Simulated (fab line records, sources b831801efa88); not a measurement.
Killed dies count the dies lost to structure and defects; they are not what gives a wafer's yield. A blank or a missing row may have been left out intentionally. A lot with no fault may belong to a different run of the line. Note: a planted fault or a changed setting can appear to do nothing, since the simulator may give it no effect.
What tool caused it? :: flow sky130 :: 14 lots with 42 wafers sampled at 2 steps, on a route of 708 steps

## WHAT THE GAUGES SHOWED, per wafer
SKY_VIA1_THK_MEAS_01. Usual: VIA1_HDPCVD_THK 1025 nm, standard deviation 12.
lot: L911
measured: day 32 11:26
on: film_metro-02
VIA1_HDPCVD_THK (nm): 1033 1023 1019
flag: 

lot: L912
measured: day 33 04:31
on: film_metro-04
VIA1_HDPCVD_THK (nm): 1048 1019 1040
flag: 

lot: L914
measured: day 33 22:05
on: film_metro-01
VIA1_HDPCVD_THK (nm): 1038 1033 1045
flag: 

lot: L915
measured: day 34 04:56
on: film_metro-04
VIA1_HDPCVD_THK (nm): 1033 1045 1018
flag: 

lot: L916
measured: day 34 15:22
on: film_metro-04
VIA1_HDPCVD_THK (nm): 1005 1025 1004
flag: 

lot: L919
measured: day 35 14:07
on: film_metro-01
VIA1_HDPCVD_THK (nm): 1016 1031 1017
flag: 

lot: L922
measured: day 36 14:57
on: film_metro-04
VIA1_HDPCVD_THK (nm): 1026 1017 1036
flag: 

lot: L927
measured: day 38 07:35
on: film_metro-04
VIA1_HDPCVD_THK (nm): 1002 1015 1015
flag: 

lot: L928
measured: day 38 08:45
on: film_metro-02
VIA1_HDPCVD_THK (nm): 1035 1031 1038
flag: 

lot: L930
measured: day 38 21:30
on: film_metro-02
VIA1_HDPCVD_THK (nm): 1027 1016 1015
flag: 

lot: L931
measured: day 39 02:05
on: film_metro-04
VIA1_HDPCVD_THK (nm): 1025 1015 1030
flag: 

lot: L932
measured: day 39 07:14
on: film_metro-01
VIA1_HDPCVD_THK (nm): 1029 1015 1016
flag: 

lot: L933
measured: day 39 15:50
on: film_metro-02
VIA1_HDPCVD_THK (nm): 1024 1034 1025
flag: 

lot: L934
measured: day 39 22:29
on: film_metro-04
VIA1_HDPCVD_THK (nm): 1029 1020 1018
flag: 

## WHICH TOOL RAN EACH LOT (tool, then ch and the chambers of the sampled wafers, then the start)
lot: L911
SKY_METAL1_ETCH_18: rie_metal-01 ch 0,1, day 32 10:34

lot: L912
SKY_METAL1_ETCH_18: rie_metal-03 ch 0,1, day 33 03:40

lot: L914
SKY_METAL1_ETCH_18: rie_metal-03 ch 0, day 33 21:04

lot: L915
SKY_METAL1_ETCH_18: rie_metal-02 ch 0,1, day 34 04:05

lot: L916
SKY_METAL1_ETCH_18: rie_metal-01 ch 0,1, day 34 14:31

lot: L919
SKY_METAL1_ETCH_18: rie_metal-02 ch 0,1, day 35 13:16

lot: L922
SKY_METAL1_ETCH_18: rie_metal-01 ch 0,1, day 36 14:05

lot: L927
SKY_METAL1_ETCH_18: rie_metal-03 ch 0,1, day 38 06:22

lot: L928
SKY_METAL1_ETCH_18: rie_metal-01 ch 0,1, day 38 07:50

lot: L930
SKY_METAL1_ETCH_18: rie_metal-01 ch 0,1, day 38 20:38

lot: L931
SKY_METAL1_ETCH_18: rie_metal-01 ch 0,1, day 39 01:14

lot: L932
SKY_METAL1_ETCH_18: rie_metal-03 ch 0,1, day 39 06:21

lot: L933
SKY_METAL1_ETCH_18: rie_metal-02 ch 0, day 39 14:47

lot: L934
SKY_METAL1_ETCH_18: rie_metal-02 ch 0, day 39 21:28
- SKY_METAL1_ETCH_18: etches BARC in N2/H2, stops on SiO2, time 45.9 s, target depth 60 nm.

## WHAT THE TOOLS THEMSELVES READ (means of the sampled wafers that have a number; where no wafer has one, the mark that the record gives instead)
SKY_METAL1_ETCH_18. Usual: drypump_motor_current_A 6.0 A, standard deviation 0.46; oes_product_au 0.855 a.u., standard deviation 0.0048; throttle_valve_pct 13.224 %, standard deviation 0.0087.
lot: L911
tool: rie_metal-01
drypump_motor_current_A (A): 6.2
oes_product_au (a.u.): 0.860
throttle_valve_pct (%): 13.224
flag: 

lot: L912
tool: rie_metal-03
drypump_motor_current_A (A): 5.7
oes_product_au (a.u.): 0.856
throttle_valve_pct (%): 13.220
flag: 

lot: L914
tool: rie_metal-03
drypump_motor_current_A (A): 5.6
oes_product_au (a.u.): 0.857
throttle_valve_pct (%): 13.224
flag: 

lot: L915
tool: rie_metal-02
drypump_motor_current_A (A): 5.4
oes_product_au (a.u.): 0.855
throttle_valve_pct (%): 13.227
flag: 

lot: L916
tool: rie_metal-01
drypump_motor_current_A (A): 6.4
oes_product_au (a.u.): 0.855
throttle_valve_pct (%): 13.231
flag: 

lot: L919
tool: rie_metal-02
drypump_motor_current_A (A): 5.5
oes_product_au (a.u.): 0.858
throttle_valve_pct (%): 13.224
flag: 

lot: L922
tool: rie_metal-01
drypump_motor_current_A (A): 6.4
oes_product_au (a.u.): 0.850
throttle_valve_pct (%): 13.229
flag: 

lot: L927
tool: rie_metal-03
drypump_motor_current_A (A): 5.8
oes_product_au (a.u.): 0.855
throttle_valve_pct (%): 13.227
flag: 

lot: L928
tool: rie_metal-01
drypump_motor_current_A (A): 6.4
oes_product_au (a.u.): 0.852
throttle_valve_pct (%): 13.236
flag: 

lot: L930
tool: rie_metal-01
drypump_motor_current_A (A): 6.4
oes_product_au (a.u.): 0.857
throttle_valve_pct (%): 13.219
flag: 

lot: L931
tool: rie_metal-01
drypump_motor_current_A (A): 6.3
oes_product_au (a.u.): 0.858
throttle_valve_pct (%): 13.221
flag: 

lot: L932
tool: rie_metal-03
drypump_motor_current_A (A): 6.0
oes_product_au (a.u.): 0.857
throttle_valve_pct (%): 13.221
flag: 

lot: L933
tool: rie_metal-02
drypump_motor_current_A (A): 5.3
oes_product_au (a.u.): 0.852
throttle_valve_pct (%): 13.220
flag: 

lot: L934
tool: rie_metal-02
drypump_motor_current_A (A): 5.3
oes_product_au (a.u.): 0.858
throttle_valve_pct (%): 13.222
flag: 

## THE ANSWER, worked out from the rows above alone
Rule: lot off if the mean of its wafers having a number is beyond 3 standard deviations from the usual mean. A lot without any number at a reading at which 4 lots or more have one is off too. Any other lot the step has rows for is counted as sound. The gauges are gone through in route order, then the tools' own readings, and for those a lot's mean is taken as printed above. At the first step where some lot is off, the reading lying furthest off is the one used; lots without a number count as furthest.
No lot is off at any reading shown: from this, nothing can be told.

## WHAT THE SIMULATOR HAD INSERTED
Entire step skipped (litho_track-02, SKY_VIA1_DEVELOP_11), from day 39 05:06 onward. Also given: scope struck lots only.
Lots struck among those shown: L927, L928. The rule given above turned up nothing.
